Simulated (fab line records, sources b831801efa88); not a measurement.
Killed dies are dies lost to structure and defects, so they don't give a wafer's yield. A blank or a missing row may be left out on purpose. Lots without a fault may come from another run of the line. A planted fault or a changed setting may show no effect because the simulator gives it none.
fab line records | flow sky130
record lots=12 wafers=36 last_day=50
route steps=708 shown SONOS_ONO@185 LDD_LDN@291 SD_N@349 PAD_OPEN@708
lots that met no fault: from a run of the same line without faults
start_h: hours from the record's first day to the start of the lot's first wafer shown | wait_h: hours since the lot's step before | " the same as in the row above | L1.1+2: a row that stands for several wafers | - no value, or no start given | * or withheld: withheld | < > ~ a bound
route shown NAME@n: a module of which the file shows steps, and the number in the route of the first | usual: mean/standard deviation of fault-free wafers | same: alike in all rows | chamber/n: place in a boat | sites: the reading at each site | _std_site: their standard deviation | _edge_site: outer sites' mean less inner sites' | radius_mm: how far each site lies from the wafer's centre | mask NAME#n: copy n | behind: the tool/chamber that last shaped the wafer | hold: why the lot was held/for how many hours/how that ended | device: the transistor (n, p or np) that didn't switch | end of line: the same wafers' tests at the end of the route | a step without rows: its recipe alone | killed: dies lost to structure and defects at the first sort, not the wafer's yield | map: a wafer's dies, x killed, . not, _ none there
set.NAME: the setting as run; set.NAME@STEP: as run at that earlier step | model.NAME: the simulator's own value behind a step, which no gauge read
steps of the route over a sample of lots; a table a step, a row a wafer
services: from which hour (start_h, from the record's first day; less than 0 if before it) a tool's chamber was out of use, for how many hours, and why
## steps
# step SKY_SONOS_ONO_STRIP_17
# recipe chemistry=O2/N2 power_w=1400 pressure_mtorr=1500 platen_temp_c=withheld o2_flow_sccm=3000 n2_flow_sccm=300 overash_fraction=0.5
# usual drypump_motor_current_A=5.25/0.27 o2_flow_sccm=3000/8.7 oes_product_au=0.710/0.005 strip_time_to_endpoint_s=14.11/0.036
# columns lot.wafer tool chamber start_h wait_h drypump_motor_current_A o2_flow_sccm oes_product_au rf_hours_counter_h strip_time_to_endpoint_s
L144.1 plasma_asher-03 0 286.83 0.0 5.46 2999 0.715 61 14.15
L144.3 " 0 " " 5.49 3005 0.707 - 14.13
L144.4 " 1 " " 5.26 3011 0.708 - 14.16
L145.1 plasma_asher-01 0 293.13 0.0 5.52 3012 0.713 16 14.15
L145.2 " 1 " " 4.98 2994 0.714 16 14.14
L145.5 " 0 " " 5.51 2999 0.707 - 14.15
L147.1 plasma_asher-01 0 328.38 0.0 5.48 2991 0.700 21 14.14
L147.2 " 1 " " 4.95 2989 0.698 21 14.16
L147.5 " 0 " " 5.47 3012 0.717 - 14.11
L152.1 plasma_asher-02 0 367.08 0.0 5.52 2999 0.706 68 14.11
L152.3 " 1 " " 4.93 3012 0.707 - 14.14
L152.5 " 1 " " 4.94 3001 0.710 - 14.12
L155.1 plasma_asher-02 1 371.53 0.0 4.91 3009 0.716 69 14.07
L155.2 " 0 " " 5.49 3003 0.716 69 14.09
L155.3 " 1 " " 4.91 3007 0.702 - 14.08
L154.3 plasma_asher-01 1 371.86 0.0 4.99 3000 0.710 - 14.08
L154.5 " 1 " " 5.00 3007 0.708 - 14.09
L154.6 " 0 " " 5.51 2991 0.706 - 14.10
L156.2 plasma_asher-01 1 383.65 0.0 4.99 2990 0.709 27 14.12
L156.5 " 1 " " 4.99 2999 0.717 - 14.15
L156.6 " 0 " " 5.48 2999 0.708 - 14.09
L158.1 plasma_asher-02 1 402.58 0.0 4.94 3008 0.713 72 14.21
L158.2 " 0 " " 5.52 2991 0.707 72 14.13
L158.4 " 0 " " 5.51 2995 0.711 - 14.16
L160.1 plasma_asher-01 0 421.58 0.0 5.49 2999 0.722 32 14.08
L160.3 " 1 " " 5.01 2982 0.714 - 14.15
L160.5 " 1 " " 5.01 3005 0.709 - 14.13
L162.1 plasma_asher-02 0 438.60 0.0 5.50 3001 0.715 1 14.09
L162.2 " 1 " " 4.94 2998 0.711 1 14.03
L162.3 " 0 " " 5.52 3002 0.707 - 14.04
L163.2 plasma_asher-01 0 441.80 0.0 5.47 2981 0.708 35 14.11
L163.4 " 0 " " 5.48 2999 0.707 - 14.14
L163.5 " 0 " " 5.55 2985 0.704 - 14.11
L166.1 plasma_asher-01 1 486.49 0.0 4.99 3007 0.719 40 14.13
L166.3 " 1 " " 5.00 2998 0.704 - 14.14
L166.4 " 0 " " 5.49 3010 0.716 - 14.12
# step SKY_LDD_LDN_COAT_02
# recipe resist=NOVOLAK spin_rpm=3000 resist_thk_nm=1140
# usual exhaust_pa=44.9/0.95
# columns lot.wafer tool chamber start_h wait_h exhaust_pa
L144.1 litho_track-02 0 511.59 0.1 45.6
L144.3 " 0 " " 45.1
L144.4 " 0 " " 45.2
L145.1 litho_track-03 0 514.82 0.1 46.7
L145.2 " 0 " " 45.5
L145.5 " 0 " " 46.2
L147.1 litho_track-03 0 557.12 0.1 44.9
L147.2 " 0 " " 45.2
L147.5 " 0 " " 44.7
L154.3 litho_track-02 0 627.34 0.1 42.8
L154.5 " 0 " " 44.5
L154.6 " 0 " " 44.8
L155.1 litho_track-03 0 627.52 0.1 43.3
L155.2 " 0 " " 44.8
L155.3 " 0 " " 44.3
L156.2 litho_track-02 0 627.91 0.1 45.2
L156.5 " 0 " " 45.0
L156.6 " 0 " " 44.9
L152.1 litho_track-03 0 628.12 0.1 46.8
L152.3 " 0 " " 46.0
L152.5 " 0 " " 46.9
L158.1 litho_track-04 0 635.46 0.1 43.4
L158.2 " 0 " " 45.3
L158.4 " 0 " " 44.6
L160.1 litho_track-04 0 650.86 0.1 44.5
L160.3 " 0 " " 43.3
L160.5 " 0 " " 43.6
L162.1 litho_track-04 0 667.46 0.1 45.9
L162.2 " 0 " " 44.1
L162.3 " 0 " " 45.5
L163.2 litho_track-02 0 671.16 0.1 45.2
L163.4 " 0 " " 44.4
L163.5 " 0 " " 45.7
L166.1 litho_track-02 0 715.04 0.1 43.9
L166.3 " 0 " " 44.1
L166.4 " 0 " " 44.3
# step SKY_LDD_LDN_STRIP_12
# recipe chemistry=O2/N2 power_w=1400 pressure_mtorr=1500 platen_temp_c=withheld o2_flow_sccm=3000 n2_flow_sccm=300 overash_fraction=0.5
# usual drypump_motor_current_A=5.27/0.26 o2_flow_sccm=2999/8.5 oes_product_au=0.716/0.0039 strip_time_to_endpoint_s=14.18/0.038
# columns lot.wafer tool chamber start_h wait_h drypump_motor_current_A o2_flow_sccm oes_product_au rf_hours_counter_h strip_time_to_endpoint_s
L144.1 plasma_asher-01 0 526.72 0.1 5.52 3002 0.723 44 14.15
L144.3 " 1 " " 4.98 3015 0.719 - 14.18
L144.4 " 0 " " 5.54 3003 0.715 - 14.24
L145.1 plasma_asher-01 1 529.92 0.1 4.98 3015 0.717 44 14.18
L145.2 " 0 " " 5.57 3009 0.716 44 14.18
L145.5 " 0 " " 5.48 3013 0.716 - 14.17
L147.1 plasma_asher-02 1 572.05 0.1 4.91 2993 0.711 16 14.20
L147.2 " 0 " " 5.49 3002 0.719 16 14.20
L147.5 " 1 " " 4.93 2995 0.711 - 14.16
L154.3 plasma_asher-02 1 643.18 0.1 4.94 2994 0.713 - 14.18
L154.5 " 0 " " 5.50 3000 0.720 - 14.18
L154.6 " 1 " " 4.94 2989 0.718 - 14.20
L155.1 plasma_asher-01 0 643.32 0.1 5.56 2992 0.577 52 8.14
L155.2 " 1 " " 4.98 2994 0.573 52 8.15
L155.3 " 1 " " 4.94 2996 0.567 - 8.14
L156.2 plasma_asher-03 0 643.45 0.1 5.49 3003 0.713 86 14.19
L156.5 " 0 " " 5.48 3012 0.716 - 14.13
L156.6 " 1 " " 5.26 2998 0.713 - 14.13
L152.1 plasma_asher-01 0 643.75 0.1 5.52 2997 0.568 52 8.12
L152.3 " 1 " " 4.99 3004 0.576 - 8.16
L152.5 " 1 " " 4.97 3018 0.582 - 8.13
L158.1 plasma_asher-01 0 650.12 0.1 5.50 3000 0.716 53 14.16
L158.2 " 1 " " 5.00 2992 0.719 53 14.25
L158.4 " 0 " " 5.49 2996 0.718 - 14.18
L160.1 plasma_asher-03 1 666.05 0.1 5.26 2984 0.715 88 14.16
L160.3 " 1 " " 5.27 2990 0.720 - 14.15
L160.5 " 1 " " 5.27 2989 0.712 - 14.15
L162.1 plasma_asher-03 0 681.35 0.1 5.55 2995 0.719 90 14.17
L162.2 " 1 " " 5.27 3003 0.715 90 14.21
L162.3 " 0 " " 5.58 3001 0.719 - 14.16
L163.2 plasma_asher-02 0 685.30 0.1 5.50 3009 0.711 28 14.21
L163.4 " 0 " " 5.51 2997 0.717 - 14.25
L163.5 " 0 " " 5.50 3000 0.719 - 14.24
L166.1 plasma_asher-03 1 729.52 0.1 5.26 3005 0.715 94 14.25
L166.3 " 1 " " 5.25 2993 0.715 - 14.19
L166.4 " 0 " " 5.53 2992 0.711 - 14.22
# step SKY_SD_N_CD_MEAS_07
# recipe target_cd_nm=380
# usual cd_nm=379.7/2.7
# columns lot.wafer tool chamber start_h wait_h cd_nm
L144.1 cd_sem-01 - 646.46 0.1 382.0
L144.3 " - " " 382.9
L144.4 " - " " 381.6
L145.1 cd_sem-01 - 649.19 0.1 376.3
L145.2 " - " " 376.0
L145.5 " - " " 375.9
L147.1 cd_sem-02 - 689.92 0.1 382.9
L147.2 " - " " 381.7
L147.5 " - " " 384.0
L154.3 cd_sem-01 - 756.16 0.1 378.9
L154.5 " - " " 379.6
L154.6 " - " " 379.0
L152.1 cd_sem-02 - 756.24 0.1 376.4
L152.3 " - " " 375.2
L152.5 " - " " 374.2
L156.2 cd_sem-02 - 757.04 0.1 378.4
L156.5 " - " " 379.7
L156.6 " - " " 379.3
L155.1 cd_sem-01 - 757.19 0.1 379.5
L155.2 " - " " 377.0
L155.3 " - " " 380.3
L158.1 cd_sem-02 - 760.44 0.1 379.8
L158.2 " - " " 380.9
L158.4 " - " " 378.5
L160.1 cd_sem-02 - 774.77 0.1 384.2
L160.3 " - " " 383.5
L160.5 " - " " 384.5
L162.1 cd_sem-02 - 793.62 0.1 373.9
L162.2 " - " " 377.1
L162.3 " - " " 378.5
L163.2 cd_sem-02 - 794.83 0.1 379.2
L163.4 " - " " 378.0
L163.5 " - " " 377.4
L166.1 cd_sem-02 - 839.42 0.1 383.8
L166.3 " - " " 384.8
L166.4 " - " " 381.8
# step SKY_SD_N_RS_MEAS_16
# recipe thk_meas_gauge=four-point-probe
# usual SD_N_RS=68.50/0.12
# columns lot.wafer tool chamber start_h wait_h SD_N_RS[ohm/sq]
L144.1 film_metro-03 - 647.31 0.1 68.54
L144.3 " - " " 68.36
L144.4 " - " " 68.39
L145.1 film_metro-03 - 650.08 0.1 68.50
L145.2 " - " " 68.49
L145.5 " - " " 68.46
L147.1 film_metro-03 - 690.75 0.1 68.63
L147.2 " - " " 68.66
L147.5 " - " " 68.65
L154.3 film_metro-04 - 756.99 0.1 68.59
L154.5 " - " " 68.67
L154.6 " - " " 68.65
L156.2 film_metro-04 - 757.87 0.1 68.49
L156.5 " - " " 68.38
L156.6 " - " " 68.38
L155.1 film_metro-01 - 758.03 0.1 68.66
L155.2 " - " " 68.61
L155.3 " - " " 68.48
L152.1 film_metro-01 - 760.60 0.1 68.58
L152.3 " - " " 68.56
L152.5 " - " " 68.71
L158.1 film_metro-03 - 761.44 0.1 68.54
L158.2 " - " " 68.36
L158.4 " - " " 68.46
L160.1 film_metro-03 - 775.61 0.1 68.58
L160.3 " - " " 68.55
L160.5 " - " " 68.51
L162.1 film_metro-03 - 794.46 0.1 68.41
L162.2 " - " " 68.47
L162.3 " - " " 68.45
L163.2 film_metro-01 - 795.67 0.1 68.43
L163.4 " - " " 68.38
L163.5 " - " " 68.48
L166.1 film_metro-03 - 840.26 0.1 68.57
L166.3 " - " " 68.33
L166.4 " - " " 68.44
# step SKY_PAD_OPEN_PROBE_99
# usual killed_at_M0_to_M3=43/7.3 killed_at_M4_up=3.5/2.2 killed_at_contacts=24/5.3 killed_at_front_end=15/4.2 killed_at_other=0.3/0.67 killed_dies=86/9.8 killed_open=47/7.2 killed_short=39/6.5
# same gross_dies=492 killed_at_back_side=0
# columns lot.wafer tool chamber start_h wait_h killed_at_M0_to_M3 killed_at_M4_up killed_at_contacts killed_at_front_end killed_at_other killed_dies killed_open killed_short
L152.1 prober-01 - 1158.61 0.1 41 6 27 22 2 98 47 49
L152.3 prober-01 - 1158.71 0.2 37 6 34 14 0 91 55 34
L152.5 prober-01 - 1158.81 0.2 39 6 26 8 1 80 48 31
L155.1 prober-02 - 1160.11 0.1 31 1 27 21 2 82 41 40
L155.2 prober-02 - 1160.16 0.1 47 3 15 19 0 84 35 45
L155.3 prober-02 - 1160.21 0.2 42 2 20 20 1 85 53 31
# killed by level:class
L152.1 LOCAL_INTERCONNECT:geometric_particle:short=9 METAL1:geometric_particle:short=9 VIA1:geometric_particle:open=9 VIA2:geometric_particle:open=8 POLY_GATE:geometric_particle:short=7 FIELD_ISO:geometric_particle:open=6 LI_CONTACT:geometric_particle:short=5 LI_CONTACT:geometric_particle:open=5
L152.3 VIA1:geometric_particle:open=14 LI_CONTACT:geometric_particle:open=11 CONTACT:geometric_particle:open=10 LOCAL_INTERCONNECT:geometric_particle:short=6 METAL1:geometric_particle:short=5 VIA2:geometric_particle:open=5 POLY_GATE:geometric_particle:open=4 CONTACT:geometric_particle:short=4
L152.5 LI_CONTACT:geometric_particle:open=11 VIA1:geometric_particle:open=10 CONTACT:geometric_particle:open=8 METAL1:geometric_particle:short=6 VIA2:geometric_particle:open=6 METAL2:geometric_particle:short=4 FIELD_ISO:geometric_particle:open=3 LI_CONTACT:geometric_particle:short=3
L155.1 CONTACT:geometric_particle:open=11 POLY_GATE:geometric_particle:open=7 VIA1:geometric_particle:open=7 FIELD_ISO:geometric_particle:short=5 CONTACT:geometric_particle:short=5 POLY_GATE:geometric_particle:short=4 VIA1:geometric_particle:short=4 METAL2:geometric_particle:short=4
L155.2 METAL2:geometric_particle:short=12 METAL1:geometric_particle:short=8 VIA1:geometric_particle:open=7 VIA3:geometric_particle:open=6 FIELD_ISO:geometric_particle:open=5 VIA3:geometric_particle:short=5 METAL1:geometric_particle:open=5 LI_CONTACT:geometric_particle:short=4
L155.3 LI_CONTACT:geometric_particle:open=9 VIA2:geometric_particle:open=9 FIELD_ISO:geometric_particle:open=8 VIA3:geometric_particle:open=6 CONTACT:geometric_particle:open=6 METAL1:geometric_particle:short=6 METAL2:geometric_particle:short=6 VIA1:geometric_particle:open=5
## services
# columns tool chamber start_h hours kind
plasma_asher-02 - 305.27 8.1 repair
plasma_asher-03 - 321.34 79.3 repair
plasma_asher-02 - 372.68 1.0 repair
plasma_asher-03 - 386.16 2.4 repair
plasma_asher-03 - 412.70 9.3 repair
plasma_asher-02 - 421.25 9.0 pm
plasma_asher-02 0 421.25 9.0 vent_cycle
plasma_asher-02 1 421.25 9.0 vent_cycle
plasma_asher-02 0 430.25 - clean
plasma_asher-02 1 430.25 - clean
plasma_asher-03 - 432.30 28.1 pm
plasma_asher-03 - 472.60 0.9 repair
plasma_asher-03 - 476.25 3.1 repair
plasma_asher-02 - 481.33 0.7 repair
plasma_asher-03 - 486.35 1.4 repair
plasma_asher-02 - 532.27 2.8 pm
plasma_asher-03 - 549.62 2.8 pm
plasma_asher-01 - 550.72 28.1 pm
plasma_asher-01 - 592.95 2.8 pm
## key
first_sign step=SKY_LDD_LDN_STRIP_12 reading=strip_time_to_endpoint_s direction=down sigmas=99+ usual=* struck=*
effect step=SKY_LDD_LDN_STRIP_12 reading=oes_product_au direction=down sigmas=37 usual=0.716 struck=0.574
met_at SKY_LDD_LDN_COAT_02
struck_lots L152,L155
tester_left_out L152,L155
not_acting_at SKY_SONOS_ONO_STRIP_17,SKY_SD_N_CD_MEAS_07,SKY_SD_N_RS_MEAS_16
onset_between 557.12 627.52
fault kind=process_parameter_drift tool=litho_track-03 chamber=- onset_h=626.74 steps=SKY_LDD_LDN_COAT_02 channel=resist_thk_nm offset=-519.07 shape=step end_h=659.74 acts_in=these_recipes_only stated=1140
# tester_left_out: of these lots the tester's yield and bins aren't shown, on N5 and GAA mostly nor the transistor test; their killed dies are dies lost to structure and defects alone, not to doping, threshold or leakage, so they don't give the yield
